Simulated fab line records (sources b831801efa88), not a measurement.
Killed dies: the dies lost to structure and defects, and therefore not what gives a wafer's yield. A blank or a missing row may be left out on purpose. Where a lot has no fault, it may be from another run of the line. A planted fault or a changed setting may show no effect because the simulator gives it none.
Which of the tools did it? :: flow sky130 :: 42 wafers from 14 lots sampled at 5 of the route's 708 steps

## WHAT EACH GAUGE READ, for each wafer
SKY_GATE_OXIDE_OVL_MEAS_10. Usual: GATE_OXIDE_OVL 0.7 nm, standard deviation 1.2.
lot: L164
measured: day 13 18:45
on: overlay-01
GATE_OXIDE_OVL (nm): 0.7 1.1 -1.3
flag: 

lot: L166
measured: day 14 14:38
on: overlay-02
GATE_OXIDE_OVL (nm): 2.3 0.4 1.9
flag: 

lot: L169
measured: day 15 14:22
on: overlay-02
GATE_OXIDE_OVL (nm): -0.2 0.1 0.7
flag: 

lot: L171
measured: day 16 02:10
on: overlay-02
GATE_OXIDE_OVL (nm): 1.4 1.3 2.2
flag: 

lot: L172
measured: day 16 16:47
on: overlay-01
GATE_OXIDE_OVL (nm): 0.1 0.3 0.1
flag: 

lot: L174
measured: day 17 07:32
on: overlay-02
GATE_OXIDE_OVL (nm): 0.4 0.1 1.4
flag: 

lot: L176
measured: day 18 05:05
on: overlay-02
GATE_OXIDE_OVL (nm): 1.1 2.4 0.1
flag: 

lot: L175
measured: day 18 05:22
on: overlay-01
GATE_OXIDE_OVL (nm): 0.5 2.9 2.3
flag: 

lot: L179
measured: day 18 22:55
on: overlay-02
GATE_OXIDE_OVL (nm): 2.2 0.5 0.0
flag: 

lot: L182
measured: day 20 06:40
on: overlay-01
GATE_OXIDE_OVL (nm): -103.2 -103.4 -103.2
flag: OFF

lot: L184
measured: day 20 21:47
on: overlay-01
GATE_OXIDE_OVL (nm): 0.5 1.0 0.8
flag: 

lot: L185
measured: day 21 09:26
on: overlay-01
GATE_OXIDE_OVL (nm): -101.9 -102.3 -101.9
flag: OFF

lot: L187
measured: day 21 16:22
on: overlay-01
GATE_OXIDE_OVL (nm): -104.5 -104.9 -106.6
flag: OFF

lot: L186
measured: day 21 16:40
on: overlay-02
GATE_OXIDE_OVL (nm): -105.1 -103.8 -103.2
flag: OFF

SKY_SD_N_CD_MEAS_07: the cd target is 380 nm. Usual: cd_nm reads 379.7 nm (standard deviation 2.5).
lot: L164
measured: day 28 04:43
on: cd_sem-01
cd_nm (nm): 378.4 380.2 380.7
flag: 

lot: L166
measured: day 28 16:56
on: cd_sem-02
cd_nm (nm): 379.8 379.9 380.2
flag: 

lot: L169
measured: day 30 05:20
on: cd_sem-01
cd_nm (nm): 382.7 381.8 382.2
flag: 

lot: L171
measured: day 30 05:59
on: cd_sem-01
cd_nm (nm): 384.9 385.3 385.6
flag: 

lot: L172
measured: day 30 16:16
on: cd_sem-02
cd_nm (nm): 377.0 377.1 374.2
flag: 

lot: L174
measured: day 31 07:10
on: cd_sem-01
cd_nm (nm): 378.8 379.2 380.7
flag: 

lot: L176
measured: day 32 03:26
on: cd_sem-01
cd_nm (nm): 382.5 384.6 380.8
flag: 

lot: L175
measured: day 32 05:05
on: cd_sem-01
cd_nm (nm): 380.0 376.7 377.5
flag: 

lot: L179
measured: day 32 19:01
on: cd_sem-01
cd_nm (nm): 378.3 378.1 381.5
flag: 

lot: L182
measured: day 33 21:58
on: cd_sem-02
cd_nm (nm): 378.1 379.9 379.9
flag: 

lot: L184
measured: day 34 09:34
on: cd_sem-01
cd_nm (nm): 377.0 376.3 377.3
flag: 

lot: L185
measured: day 35 18:06
on: cd_sem-01
cd_nm (nm): 381.9 381.0 382.2
flag: 

lot: L187
measured: day 35 19:41
on: cd_sem-01
cd_nm (nm): 383.5 381.0 382.3
flag: 

lot: L186
measured: day 35 20:10
on: cd_sem-01
cd_nm (nm): 379.2 381.6 380.7
flag: 

SKY_LOCAL_INTERCONNECT_THK_MEAS_02: measures by xrf. Usual: LOCAL_INTERCONNECT_TIN_THK 97.8 nm, standard deviation 1.2.
lot: L164
measured: day 29 12:46
on: film_metro-04
LOCAL_INTERCONNECT_TIN_THK (nm): 100.1 97.6 98.2
flag: 

lot: L166
measured: day 30 00:07
on: film_metro-01
LOCAL_INTERCONNECT_TIN_THK (nm): 96.3 97.9 96.4
flag: 

lot: L169
measured: day 31 12:18
on: film_metro-03
LOCAL_INTERCONNECT_TIN_THK (nm): 99.0 99.6 98.8
flag: 

lot: L171
measured: day 31 12:43
on: film_metro-03
LOCAL_INTERCONNECT_TIN_THK (nm): 96.5 97.8 99.0
flag: 

lot: L172
measured: day 31 22:56
on: film_metro-03
LOCAL_INTERCONNECT_TIN_THK (nm): 97.2 98.6 98.2
flag: 

lot: L174
measured: day 32 13:12
on: film_metro-01
LOCAL_INTERCONNECT_TIN_THK (nm): 98.3 97.7 96.9
flag: 

lot: L176
measured: day 33 09:15
on: film_metro-04
LOCAL_INTERCONNECT_TIN_THK (nm): 100.5 100.4 100.2
flag: 

lot: L175
measured: day 33 11:16
on: film_metro-04
LOCAL_INTERCONNECT_TIN_THK (nm): 97.2 98.6 99.9
flag: 

lot: L179
measured: day 34 00:58
on: film_metro-01
LOCAL_INTERCONNECT_TIN_THK (nm): 95.3 96.4 95.7
flag: 

lot: L182
measured: day 35 20:55
on: film_metro-03
LOCAL_INTERCONNECT_TIN_THK (nm): 97.5 98.5 98.7
flag: 

lot: L184
measured: day 36 00:26
on: film_metro-01
LOCAL_INTERCONNECT_TIN_THK (nm): 99.9 98.7 98.5
flag: 

lot: L185
measured: day 36 13:32
on: film_metro-01
LOCAL_INTERCONNECT_TIN_THK (nm): 97.3 97.0 97.6
flag: 

lot: L187
measured: day 36 20:07
on: film_metro-03
LOCAL_INTERCONNECT_TIN_THK (nm): 97.9 98.0 96.8
flag: 

lot: L186
measured: day 36 21:43
on: film_metro-01
LOCAL_INTERCONNECT_TIN_THK (nm): 95.0 95.5 96.3
flag: 

SKY_CONTACT_OVL_MEAS_15. Usual: CONTACT_OVL 0 nm, standard deviation 5.6.
lot: L164
measured: day 31 22:01
on: overlay-02
CONTACT_OVL (nm): 3 1 1
flag: 

lot: L166
measured: day 32 08:32
on: overlay-02
CONTACT_OVL (nm): -1 -4 -3
flag: 

lot: L169
measured: day 33 20:02
on: overlay-01
CONTACT_OVL (nm): -3 -8 3
flag: 

lot: L171
measured: day 33 20:52
on: overlay-02
CONTACT_OVL (nm): -4 -7 -7
flag: 

lot: L172
measured: day 34 05:04
on: overlay-02
CONTACT_OVL (nm): -7 -2 6
flag: 

lot: L174
measured: day 35 17:44
on: overlay-01
CONTACT_OVL (nm): 4 -3 -5
flag: 

lot: L176
measured: day 35 23:16
on: overlay-02
CONTACT_OVL (nm): 0 -9 -1
flag: 

lot: L175
measured: day 35 23:52
on: overlay-02
CONTACT_OVL (nm): 4 0 3
flag: 

lot: L179
measured: day 36 18:25
on: overlay-01
CONTACT_OVL (nm): 14 16 9
flag: 

lot: L182
measured: day 37 18:35
on: overlay-02
CONTACT_OVL (nm): 10 7 9
flag: 

lot: L184
measured: day 38 01:47
on: overlay-02
CONTACT_OVL (nm): 1 9 5
flag: 

lot: L185
measured: day 38 17:07
on: overlay-02
CONTACT_OVL (nm): -9 -7 -4
flag: 

lot: L187
measured: day 38 22:58
on: overlay-02
CONTACT_OVL (nm): -7 -2 5
flag: 

lot: L186
measured: day 39 00:49
on: overlay-01
CONTACT_OVL (nm): 2 5 12
flag: 

## WHAT TOOL EACH LOT RAN ON (gives the tool, then ch and the chambers of the sampled wafers, and finally the start)
lot: L164
SKY_GATE_OXIDE_EXPOSE_07: iline_stepper-02 ch 0, day 13 06:01

lot: L166
SKY_GATE_OXIDE_EXPOSE_07: iline_stepper-02 ch 0, day 14 01:52

lot: L169
SKY_GATE_OXIDE_EXPOSE_07: iline_stepper-01 ch 0, day 15 01:28

lot: L171
SKY_GATE_OXIDE_EXPOSE_07: iline_stepper-01 ch 0, day 15 13:32

lot: L172
SKY_GATE_OXIDE_EXPOSE_07: iline_stepper-01 ch 0, day 16 03:08

lot: L174
SKY_GATE_OXIDE_EXPOSE_07: iline_stepper-02 ch 0, day 16 17:28

lot: L176
SKY_GATE_OXIDE_EXPOSE_07: iline_stepper-02 ch 0, day 17 14:18

lot: L175
SKY_GATE_OXIDE_EXPOSE_07: iline_stepper-01 ch 0, day 17 14:32

lot: L179
SKY_GATE_OXIDE_EXPOSE_07: iline_stepper-01 ch 0, day 18 08:40

lot: L182
SKY_GATE_OXIDE_EXPOSE_07: iline_stepper-02 ch 0, day 19 15:35

lot: L184
SKY_GATE_OXIDE_EXPOSE_07: iline_stepper-01 ch 0, day 20 06:40

lot: L185
SKY_GATE_OXIDE_EXPOSE_07: iline_stepper-02 ch 0, day 20 18:01

lot: L187
SKY_GATE_OXIDE_EXPOSE_07: iline_stepper-02 ch 0, day 21 01:06

lot: L186
SKY_GATE_OXIDE_EXPOSE_07: iline_stepper-02 ch 0, day 21 01:27
- SKY_GATE_OXIDE_EXPOSE_07: exposes mask LVOM, target cd 600 nm.

## AS READ BY THE TOOLS THEMSELVES (means over the sampled wafers that have a number; for cases with no such wafer, the mark the record gives instead)
The record holds no such reading with a usual standard deviation.

## THE ANSWER, worked out from the rows above alone
Rule: a lot counts as off when the mean over its wafers that have a number is more than 3 standard deviations away from the usual mean. Also off: a lot with no number at a reading for which 4 or more lots have one. The other lots that the step has rows for count as sound. The gauges are gone through in route order, then the tools' own readings, and for those a lot's mean is taken as printed above. At the first step where some lot is off, the reading lying furthest off is the one used; lots without a number count as furthest.
Off: at SKY_GATE_OXIDE_OVL_MEAS_10 (GATE_OXIDE_OVL), L182, L185, L187, L186.
A tool fits if, at a process step before that reading, it ran every lot that is off, and no sound lot after the first of them. The gauges at SKY_GATE_OXIDE_OVL_MEAS_10 are tried like those tools. One fits: SKY_GATE_OXIDE_EXPOSE_07 on iline_stepper-02. Its last sound lot is L176 (day 17 14:18), its first lot that is off L182 (day 19 15:35): a fault that began between those two fits.

## WHAT THE SIMULATOR HAD INSERTED
Scanner matching overlay: iline_stepper-02, from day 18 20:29 on, at SKY_GATE_OXIDE_EXPOSE_07. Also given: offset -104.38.
Shown lots that were struck: L182, L185, L187, L186. The same result came from the rule above.
